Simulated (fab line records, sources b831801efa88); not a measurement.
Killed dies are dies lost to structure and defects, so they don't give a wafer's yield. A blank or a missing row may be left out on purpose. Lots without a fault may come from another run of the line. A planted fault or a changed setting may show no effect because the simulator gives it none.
Problem report in the 8D (eight disciplines) form, filled by code | flow sky130 | the parts of the form that need people (team, actions taken, sign-off) are left out

1. THE PROBLEM
cd_nm at SKY_SONOS_TUNNEL_CD_MEAS_07 reads a mean of 397.9 nm on 3 wafers of 2 lots; wafers without a fault read 410.8 nm with a standard deviation of 2.3. That is -5.6 standard deviations from the usual mean.
The step: target cd 410 nm.
First seen on wafer L547.2, day 14 04:11, on cd_sem-01. The record holds 37 wafers of 13 lots with a number at this step. Rule for "out", or "out of limits": more than 4 standard deviations from the usual mean. The other wafers with a number count as sound.

2. WHAT IT IS AND WHAT IT IS NOT
question                    | is                     | is not
which readings at this step | cd_nm                  | -
which lots                  | L547, L549             | L539, L541, L542, L552, L556, L557, L558, L559, L560, L561, L562
which wafers of those lots  | L547.2, L547.6, L549.6 | L549.5
read on which gauges        | cd_sem-01              | cd_sem-02
when                        | from day 14 04:11      | up to then (9 sound wafers); but 25 sound wafers of L549, L552, L556, L557, L558, L559, L560, L561, L562 came after

3. SUSPECTS, AND WHAT RULES EACH OUT
Counting: a tool at a process step up to the reading stays a suspect if it ran every lot that is out. Sound lots after the first of them don't rule it out here, since some wafers of a struck lot are sound.
- the gauge at SKY_SONOS_TUNNEL_CD_MEAS_07: kept. All the wafers that are out were read on cd_sem-01, and no step on other tools shows them out.
- litho_track-01 at SKY_SONOS_TUNNEL_DEVELOP_06 (develop time 60 s): kept. It ran every lot that is out, first L547 (day 14 04:02); its last sound lot up to then is L541 (day 11 20:04).
Left after counting: litho_track-01 at SKY_SONOS_TUNNEL_DEVELOP_06, cd_sem-01 at SKY_SONOS_TUNNEL_CD_MEAS_07.

4. THE CAUSE (what the simulator had put in)
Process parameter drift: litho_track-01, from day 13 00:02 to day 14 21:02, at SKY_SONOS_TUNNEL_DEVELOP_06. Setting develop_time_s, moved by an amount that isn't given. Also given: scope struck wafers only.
Counting left 2 suspects, and this tool is among them.

5. THE CHAIN OF EFFECTS, in route order
Each row: a reading whose mean over the struck wafers that have a number lies more than 3 standard deviations from the usual. Only readings for which the record gives a usual standard deviation are gone through. hours: the time from each lot's start at the first step in this table that gives one to its start at this step, as a median over the lots. sigmas: the change in usual standard deviations.
hours | step                        | reading | usual    | on struck wafers | change | sigmas
0     | SKY_SONOS_TUNNEL_CD_MEAS_07 | cd_nm   | 410.8 nm | 397.9            | -12.9  | -5.6
Later measuring or inspecting steps at which every struck wafer that the step has a row for has a number for every such reading, and none has moved that far: SKY_SONOS_ONO_OVL_MEAS_14, SKY_GATE_OXIDE_OVL_MEAS_10.

6. WHAT WOULD HAVE CAUGHT IT SOONER
In this record the first reading out of limits at a measuring or inspecting step was taken at day 14 04:11, 28 hours after the fault began at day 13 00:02.
Of the tool readings at SKY_SONOS_TUNNEL_DEVELOP_06 for which the record gives a usual standard deviation, none was out on any struck wafer, so an alarm limit of 4 standard deviations on them would not have fired.
Of the lots that are out (2), L549 began SKY_SONOS_TUNNEL_DEVELOP_06 on litho_track-01 after day 14 04:11. A hold on the tool at that time would have spared it.
